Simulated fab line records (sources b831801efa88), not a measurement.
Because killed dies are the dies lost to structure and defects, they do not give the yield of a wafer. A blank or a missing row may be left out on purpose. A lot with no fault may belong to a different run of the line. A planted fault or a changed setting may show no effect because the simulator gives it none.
Struck lot and sound lot, side by side | flow sky130 | 16 out of 708 route steps
Sound: these wafers, L556.4, L556.5, L556.6. Struck: wafer L563.3 (left out: L563.2, L563.6 of the same lot, which were not struck); the cause appears at the end.
At each step with rows: each side's tool, then ch and its chambers, then its first start. Under that, the readings that differ: sound wafers | struck wafers | difference of the means | sigmas: that difference in standard deviations of wafers without a fault.
alike: readings whose means differ by less than 2 such deviations, and words and numbers that are the same on both sides. not compared: withheld readings, readings that some wafer has no value for, bounds like >300 that may hide the same value, and numbers for which the record gives no deviation and whose values overlap.
A row with sigmas, a row that says differs or no value, or rows on one side alone: a step with any of these is where the two part. Numbers that don't overlap but have no deviation are shown without sigmas and don't part them. A reading missing from all wafers of one side parts the sides only when that side holds two or more wafers.

first, 3 steps without rows for these wafers: SKY_METAL2_EXPOSE_12 (exposes mask MM2, target cd 140 nm); SKY_METAL2_PEB_13; SKY_METAL2_DEVELOP_14 (develop time 60 s).
SKY_METAL2_CD_MEAS_15 targets a cd of 140 nm.
  sound: cdSem-01 at day 38 08:00; struck: cdSem-02 at day 40 11:44
  alike: cdNm
SKY_METAL2_OVL_MEAS_16:
  sound: overlay-02 at day 38 08:05; struck: overlay-01 at day 40 11:50
  alike: METAL2_OVL
SKY_METAL2_DESCUM_17: chemistry O2, time 8 s.
  sound on rieMetal-03 ch 0,1, day 38 08:07; struck on rieMetal-03 ch 0, day 40 11:52
  alike: drypumpMotorCurrentA, oesProductAu, rfFwdPowerW, tempC
  not compared: rfHoursCounterH
SKY_METAL2_ETCH_18: etches BARC in N2/H2, stops on SiO2, time 45.9 s, target depth 60 nm.
  sound on rieMetal-03 ch 0,1, day 38 08:09; struck on rieMetal-03 ch 0, day 40 11:54
  alike: drypumpMotorCurrentA, oesProductAu, rfFwdPowerW, throttleValvePct
  not compared: rfHoursCounterH
SKY_METAL2_METAL_ETCH_19: etches the open film in Cl2/BCl3, stops on SiO2, target depth 360 nm, time 78 s.
  sound on rieMetal-03 ch 0,1, day 38 08:13; struck on rieMetal-03 ch 0, day 40 11:58
  alike: bcl3FlowSccm, drypumpMotorCurrentA, oesProductAu, rfFwdPowerW, throttleValvePct
  not compared: rfHoursCounterH
SKY_METAL2_STRIP_20: strips in O2/N2.
  sound on plasmaAsher-02 ch 0,1, day 38 08:19; struck on plasmaAsher-04 ch 0, day 40 12:03
reading                  | sound       | struck | difference | sigmas
drypumpMotorCurrentA (A) | 6.1 6.1 6.0 | 5.2    | -0.9       | -2
  alike: oesProductAu, stripTimeToEndpointS
  not compared: rfHoursCounterH
then, 3 steps without rows for these wafers: SKY_METAL2_STRIP_21 (strips in post etch residue remover, time 1200 s); SKY_METAL2_CLEAN_22 (cleans in IPA, time 180 s); SKY_METAL2_CLEAN_23 (cleans in O3/DIW).
SKY_VIA2_HDPCVD_00: deposits SiO2, target thk 1180 nm, time 196.7 s.
  sound on hdpcvd-01 ch 0,1,2, day 38 09:05; struck on hdpcvd-02 ch 0, day 40 12:38
reading                                 | sound             | struck | difference | sigmas
runLengthS (s)                          | 224.3 225.8 224.4 | 263.8  | +39.0      | +65
model.SiO2_of_VIA2_HDPCVD_00.thkNm (nm) | 1180 1174 1179    | 1413   | +235       | 
  alike: susceptorTempC
SKY_VIA2_THK_MEAS_01:
  sound: filmMetro-03 at day 38 09:11; struck: filmMetro-04 at day 40 13:01
reading              | sound          | struck | difference | sigmas
VIA2_HDPCVD_THK (nm) | 1180 1173 1178 | 1414   | +237       | +22
  not compared: hold
SKY_VIA2_CMP_02: polishes SiO2.
  sound on cmp-01 ch 1,2,3, day 38 09:22; struck on cmp-01 ch 1, day 41 00:52
reading | sound | struck                   | difference                   | sigmas
hold    | - - - | awaitDispo/11.8h/release | no value on the sound wafers | 
  alike: motorCurrentA, retainingRingPressureFrac
SKY_PAD_OPEN_PROBE_99:
  the record holds rows for the sound wafers here (prober-01, day 48 13:47) but none for the struck ones

WHERE THEY PART
At SKY_METAL2_STRIP_20 first; at SKY_PAD_OPEN_PROBE_99 last (within this record only).

WHY: what had been put in by the simulator
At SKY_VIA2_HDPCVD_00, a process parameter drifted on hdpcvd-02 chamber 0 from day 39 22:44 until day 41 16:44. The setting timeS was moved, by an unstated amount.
